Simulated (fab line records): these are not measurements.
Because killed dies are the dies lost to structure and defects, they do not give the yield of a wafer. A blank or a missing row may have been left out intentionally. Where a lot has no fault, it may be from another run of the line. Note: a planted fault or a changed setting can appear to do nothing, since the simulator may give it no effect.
Chamber matching || flow gf180mcu || GF_STI_CMP_25 on cmp-02: 4 sister chambers
The step polishes, stops on Si3N4, t overpolish 33 s, target thk 524.6 nm. 14 wafers are shown with their chamber, then 7 later ones without.

WAFERS WITH THEIR CHAMBER
{"wafer": "L953.2", "chamber": 0, "motor current A (A)": 12.1, "retaining ring pressure frac": 1.009}
{"wafer": "L953.5", "chamber": 2, "motor current A (A)": 13.3, "retaining ring pressure frac": 1.002}
{"wafer": "L953.6", "chamber": 3, "motor current A (A)": 9.2, "retaining ring pressure frac": 1.002}
{"wafer": "L954.1", "chamber": 1, "motor current A (A)": 13.1, "retaining ring pressure frac": 1.001}
{"wafer": "L954.2", "chamber": 2, "motor current A (A)": 14.0, "retaining ring pressure frac": 0.995}
{"wafer": "L954.4", "chamber": 0, "motor current A (A)": 11.8, "retaining ring pressure frac": 0.992}
{"wafer": "L955.1", "chamber": 0, "motor current A (A)": 12.2, "retaining ring pressure frac": 1.002}
{"wafer": "L955.3", "chamber": 2, "motor current A (A)": 13.2, "retaining ring pressure frac": 1.006}
{"wafer": "L955.6", "chamber": 1, "motor current A (A)": 13.5, "retaining ring pressure frac": 0.995}
{"wafer": "L957.1", "chamber": 2, "motor current A (A)": 14.1, "retaining ring pressure frac": 0.997}
{"wafer": "L957.3", "chamber": 0, "motor current A (A)": 11.8, "retaining ring pressure frac": 0.994}
{"wafer": "L957.4", "chamber": 1, "motor current A (A)": 13.0, "retaining ring pressure frac": 0.994}
{"wafer": "L960.1", "chamber": 0, "motor current A (A)": 11.9, "retaining ring pressure frac": 1.000}
{"wafer": "L960.2", "chamber": 1, "motor current A (A)": 13.8, "retaining ring pressure frac": 1.002}

SIGNATURES (means of the wafers above)
{"reading": "motor current A", "chamber 0": 11.960, "chamber 1": 13.350, "chamber 2": 13.650, "chamber 3": 9.200, "scatter within a chamber": 0.345}
{"reading": "retaining ring pressure frac", "chamber 0": 0.99940, "chamber 1": 0.99800, "chamber 2": 1.00000, "chamber 3": 1.00200, "scatter within a chamber": 0.00554}
Rule: for each reading, subtract the chamber's mean from the wafer's reading, divide by that reading's scatter and square the result; add these up over the readings and take the root, which gives the wafer's distance from the chamber. If the next closest chamber is less than 2 further off than the closest, the wafer can't be placed; otherwise it belongs to the closest. The scatter is the square root of a quotient: the sum, over the shown wafers, of each reading's squared deviation from its chamber's mean, divided by wafers minus chambers.

WAFERS WITH NO CHAMBER GIVEN
{"wafer": "L960.6", "motor current A (A)": 13.7, "retaining ring pressure frac": 1.001}
{"wafer": "L968.1", "motor current A (A)": 13.4, "retaining ring pressure frac": 1.007}
{"wafer": "L968.2", "motor current A (A)": 12.3, "retaining ring pressure frac": 0.993}
{"wafer": "L968.4", "motor current A (A)": 9.4, "retaining ring pressure frac": 0.996}
{"wafer": "L975.2", "motor current A (A)": 9.9, "retaining ring pressure frac": 1.008}
{"wafer": "L975.3", "motor current A (A)": 12.0, "retaining ring pressure frac": 1.009}
{"wafer": "L975.6", "motor current A (A)": 13.1, "retaining ring pressure frac": 1.007}

THE CHAMBER EACH PASSED THROUGH
{"wafer": "L960.6", "from the rows above": "can't be placed: 2 or 1", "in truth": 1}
{"wafer": "L968.1", "from the rows above": "can't be placed: 2 or 1", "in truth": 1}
{"wafer": "L968.2", "from the rows above": "can't be placed: 0 or 1", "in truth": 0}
{"wafer": "L968.4", "from the rows above": 3, "in truth": 3}
{"wafer": "L975.2", "from the rows above": 3, "in truth": 3}
{"wafer": "L975.3", "from the rows above": 0, "in truth": 0}
{"wafer": "L975.6", "from the rows above": "can't be placed: 1 or 2 or 0", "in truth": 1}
Correct placement for 3 of the 7. Cannot be placed on the basis of these rows: 4; the candidates contain the true chamber in 4. 0 placed wrongly.
